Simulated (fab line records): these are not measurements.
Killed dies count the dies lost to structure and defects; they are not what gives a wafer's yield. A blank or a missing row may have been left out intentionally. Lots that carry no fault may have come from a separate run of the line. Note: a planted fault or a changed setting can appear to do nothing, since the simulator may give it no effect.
A struck lot beside a sound one | flow sky130 | 28 out of 708 route steps
Sound: the wafers L288.1, L288.2, L288.4. The struck wafers were L297.3, L297.4, L297.5. Last of all comes the cause.
Per side, at each step with rows, come the tool, then ch with its chambers, and then its first start. Under that, the readings that differ: sound wafers | struck wafers | difference of the means | sigmas: that difference in standard deviations of wafers without a fault.
alike: words and numbers the same on both sides, and readings whose means are apart by under 2 such deviations; not compared: readings that were withheld, readings missing a value for some wafer, numbers with overlapping values and no deviation given by the record, and bounds like >300 which may hide the same value.
The two part at a step that has a row with sigmas, a row that says differs or no value, or rows on one side only. When numbers do not overlap yet have no deviation, they are printed without sigmas and do not part them. A reading missing from all wafers of one side parts the sides only when that side holds two or more wafers.

first, 5 steps without rows for these wafers: SKY_SONOS_ONO_COAT_08 (resist thk 1140 nm); SKY_SONOS_ONO_SOFTBAKE_09 (time 60 s); SKY_SONOS_ONO_EXPOSE_10 (exposes mask ONOM, target cd 410 nm); SKY_SONOS_ONO_PEB_11; SKY_SONOS_ONO_DEVELOP_12 (develop time 60 s).
SKY_SONOS_ONO_CD_MEAS_13: the cd target is 410 nm.
  sound on cdSem-02, day 15 12:25; struck on cdSem-01, day 18 18:48
  alike: cdNm
SKY_SONOS_ONO_OVL_MEAS_14:
  sound on overlay-02, day 15 12:32; struck on overlay-02, day 18 18:53
  alike: SONOS_ONO_OVL
SKY_SONOS_ONO_ETCH_15: etches the open film in CHF3/O2, target depth 19.52 nm, time 7.8 s.
  sound on rieDiel-02 ch 1,3, day 15 12:34; struck on rieDiel-02 ch 0,3, day 18 18:55
  alike: drypumpMotorCurrentA, oesProductAu, throttleValvePct
  not compared: rfHoursCounterH
then, 1 step without rows for these wafers: SKY_SONOS_ONO_WET_ETCH_16 (etches SiO2 in dHF, target depth 14 nm, time 280 s).
SKY_SONOS_ONO_STRIP_17: strips in O2/N2.
  sound on plasmaAsher-01 ch 0,1, day 15 12:41; struck on plasmaAsher-04 ch 0,1, day 18 19:03
  alike: drypumpMotorCurrentA, o2FlowSccm, oesProductAu, stripTimeToEndpointS
  not compared: rfHoursCounterH
then, 2 steps without rows for these wafers: SKY_SONOS_ONO_WET_ETCH_18 (etches Si3N4 in H3PO4, target depth 15 nm, time 172 s); SKY_GATE_OXIDE_CLEAN_00 (cleans in SC1/SC2, time 150 s).
SKY_GATE_OXIDE_OXIDATION_01: stabilise 600 s, purge 300 s, target thk 10.268 nm.
  sound on furnace-02 ch 0, day 15 15:31; struck on furnace-01 ch 0, day 19 00:10
reading                                          | sound                | struck            | difference | sigmas
spikeTcBottomC (C)                               | 919.8 918.2 918.0    | 909.5 908.9 908.4 | -9.7       | -4
spikeTcCentreC (C)                               | 900.6 899.9 902.7    | 896.1 895.1 897.4 | -4.9       | -4
spikeTcLowerC (C)                                | 900.5 903.5 901.4    | 891.9 893.3 894.4 | -8.6       | -6
spikeTcUpperC (C)                                | 898.5 898.7 898.8    | 894.2 896.5 895.6 | -3.2       | -2
tubeCenterTempC (C)                              | 900.06 900.18 900.14 | 894.6 894.6 894.6 | -5.5       | -70
tube_center_temp_C_max                           | 902.7 902.9 902.9    | 897.2 897.0 897.4 | -5.6       | -17
model.SiO2_of_GATE_OXIDE_OXIDATION_01.thkNm (nm) | 10.53 10.62 10.58    | 9.806 10.05 9.863 | -0.670     | 
SKY_GATE_OXIDE_THK_MEAS_02:
  sound on filmMetro-03, day 15 16:55; struck on filmMetro-02, day 19 01:36
reading                          | sound             | struck          | difference | sigmas
GATE_OXIDE_OXIDATION_00_THK (nm) | 10.53 10.60 10.59 | 9.82 10.03 9.85 | -0.67      | -4
  not compared: hold
then, 6 steps without rows for these wafers: SKY_GATE_OXIDE_HMDS_04 (prime time 60 s); SKY_GATE_OXIDE_COAT_05 (resist thk 1140 nm); SKY_GATE_OXIDE_SOFTBAKE_06 (time 60 s); SKY_GATE_OXIDE_EXPOSE_07 (exposes mask LVOM, target cd 600 nm); SKY_GATE_OXIDE_PEB_08; SKY_GATE_OXIDE_DEVELOP_09 (develop time 60 s).
SKY_GATE_OXIDE_OVL_MEAS_10:
  sound on overlay-01, day 16 20:22; struck on overlay-01, day 20 07:34
  alike: GATE_OXIDE_OVL
then, 2 steps without rows for these wafers: SKY_GATE_OXIDE_IMPLANT_11; SKY_GATE_OXIDE_WET_ETCH_12 (etches SiO2 in dHF, target depth 16.8 nm, time 336 s).
SKY_GATE_OXIDE_STRIP_13: strips in O2/N2.
  sound on plasmaAsher-02 ch 0,1, day 16 20:40; struck on plasmaAsher-02 ch 0,1, day 20 07:53
  alike: drypumpMotorCurrentA, o2FlowSccm, oesProductAu, stripTimeToEndpointS
  not compared: rfHoursCounterH
SKY_GATE_OXIDE_TW_MEAS_14:
  sound on filmMetro-03, day 16 20:46; struck on filmMetro-03, day 20 08:11
  alike: GATE_OXIDE_TW
  not compared: hold
SKY_GATE_OXIDE_OXIDATION_16: stabilise 600 s, purge 300 s, target thk 3.57 nm.
  sound on furnace-01 ch 0, day 16 23:35; struck on furnace-01 ch 0, day 20 09:53
reading                                          | sound            | struck            | difference | sigmas
model.SiO2_of_GATE_OXIDE_OXIDATION_01.thkNm (nm) | 11.9 11.98 11.93 | 11.16 11.45 11.28 | -0.64      | 
  alike: spikeTcBottomC, spikeTcCentreC, spikeTcLowerC, spikeTcUpperC, tubeCenterTempC, tube_center_temp_C_max
then, 1 step without rows for these wafers: SKY_POLY_GATE_CVD_00 (deposits poly-Si, target thk 180 nm, time 720 s).
-- the record jumps here: 30 days lie between the struck wafers' starts before and after (it left off in module POLY_GATE and takes up again in module PAD_OPEN, whose first step shown is number 708 of the route) --
SKY_PAD_OPEN_PROBE_99:
  sound on prober-02, day 47 20:56; struck on prober-01, day 50 01:16
reading                             | sound             | struck            | difference | sigmas
model.etest.tipSonos.rsOhmSq        | 2699 2724 2695    | 2528 2615 2555    | -140       | 
model.etest.nfetG5v0d10v5.rOnOhmUm  | 1863 1876 1864    | 1845 1850 1850    | -19        | 
model.etest.nfetG5v0d10v5.driveUaUm | 607.3 599.8 605.6 | 631.4 620.4 630.8 | +23.3      | 
model.etest.nfet_05v0_nvt.driveUaUm | 573.4 572 576.8   | 600.4 591.9 599.3 | +23.1      | 
model.etest.pfetG5v0d10v5.driveUaUm | 342.2 343 340.9   | 352.6 343.4 344.3 | +4.7       | 
model.etest.nfet_16v.driveUaUm      | 219.6 221.5 220.5 | 232.1 226.9 230.3 | +9.2       | 
  alike: killed_at_M0_to_M3, killed_at_M4_up, killedAtContacts, killedAtFrontEnd, killedAtOther, killedDies, killedOpen, killedShort
  not compared: model.etest.nfet_16v.rOnOhmUm, model.etest.pfetG5v0d10v5.rOnOhmUm

WHERE THEY PART
Last at SKY_GATE_OXIDE_THK_MEAS_02 as far as this record goes, first at SKY_GATE_OXIDE_OXIDATION_01. Later steps at which nothing parts them and some readings are alike: SKY_GATE_OXIDE_OVL_MEAS_10, SKY_GATE_OXIDE_STRIP_13, SKY_GATE_OXIDE_TW_MEAS_14, SKY_GATE_OXIDE_OXIDATION_16, SKY_PAD_OPEN_PROBE_99.

WHY: what had been put in by the simulator
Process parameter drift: furnace-01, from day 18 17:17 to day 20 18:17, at SKY_GATE_OXIDE_OXIDATION_01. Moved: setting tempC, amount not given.
